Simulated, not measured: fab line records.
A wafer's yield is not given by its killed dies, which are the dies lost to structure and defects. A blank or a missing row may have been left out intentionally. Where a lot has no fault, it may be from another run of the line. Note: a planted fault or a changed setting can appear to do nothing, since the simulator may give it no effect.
Code-filled problem report in 8D (eight disciplines) form + flow sfqLine + the parts of the form that need people (team, actions taken, sign-off) are left out

1. WHAT WENT WRONG
exposureDoseMJCm2 at SFQ_TRILAYER_M6_LITHO_EXPOSE_160 reads a mean of 12.651 on 9 wafers of 3 lots; wafers without a fault read 14.400 with a standard deviation of 0.014. So: -99 or more standard deviations from the usual mean.
The step: exposes mask M6, target cd 500 nm.
The first sign was on wafer L844.1 at day 83 14:35, on krfScanner-01. Wafers with a number at this step in the record: 21, from 7 lots. Rule for "out", or "out of limits": more than 4 standard deviations from the usual mean. The other wafers with a number count as sound.

2. WHAT IT IS, WHAT IT ISN'T
| question                    | is                     | is not                                                             |
|-----------------------------|------------------------|--------------------------------------------------------------------|
| which readings at this step | exposureDoseMJCm2      | -                                                                  |
| which lots                  | L844, L845, L847       | L826, L832, L835, L846                                             |
| which wafers of those lots  | all that have a number | -                                                                  |
| read on which tools         | krfScanner-01          | krfScanner-02                                                      |
| when                        | from day 83 14:35      | up to then (9 sound wafers); but 3 sound wafers of L846 came after |

3. THE SUSPECTS, EACH WITH WHAT RULES IT OUT
Counting: any tool at a process step up to the reading is kept as a suspect provided that every lot that is out went through it and no sound lot did after the first of them.
- krfScanner-01 at SFQ_TRILAYER_M6_LITHO_EXPOSE_160 (exposes mask M6, target cd 500 nm): kept. Every lot that is out went through it, starting with L844 (day 83 14:35), and after that it ran no sound lot; the last sound lot it ran before then is L835 (day 76 05:42). Its own readings are out on those wafers: exposureDoseMJCm2.
Remaining after the count: krfScanner-01 at SFQ_TRILAYER_M6_LITHO_EXPOSE_160.

4. THE CAUSE (what the simulator had put in)
Process parameter drift: krfScanner-01, from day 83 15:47 on, at SFQ_TRILAYER_M6_LITHO_EXPOSE_160. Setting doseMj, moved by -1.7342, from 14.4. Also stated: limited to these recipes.
Only this tool survived the counting.

5. THE CHAIN OF EFFECTS, in route order
Rows list readings where the struck wafers' mean (over those with a number) sits beyond 3 standard deviations from the usual. Only readings for which the record gives a usual standard deviation are gone through. hours: the time from each lot's start at the first step in this table that gives one to its start at this step, as a median over the lots. sigmas: the change in usual standard deviations.
| hours | step                             | reading           | usual  | on struck wafers | change | sigmas      |
|-------|----------------------------------|-------------------|--------|------------------|--------|-------------|
| 0     | SFQ_TRILAYER_M6_LITHO_EXPOSE_160 | exposureDoseMJCm2 | 14.400 | 12.651           | -1.749 | -99 or more |
It contains these process steps:
- SFQ_TRILAYER_M6_LITHO_EXPOSE_160: exposes mask M6, target cd 500 nm.
Later steps that measure or inspect, where all struck wafers having a row at the step show a number for every such reading and not one has moved that far: SFQ_M6_OVL_MEAS_940, SFQ_I6_BOW_MEAS_941, SFQ_I6_OVL_MEAS_942, SFQ_M7_RS_MEAS_943, SFQ_M8_BOW_MEAS_951.

6. HOW IT WOULD HAVE BEEN CAUGHT EARLIER
In this record the first reading out of limits was taken at day 83 14:35.
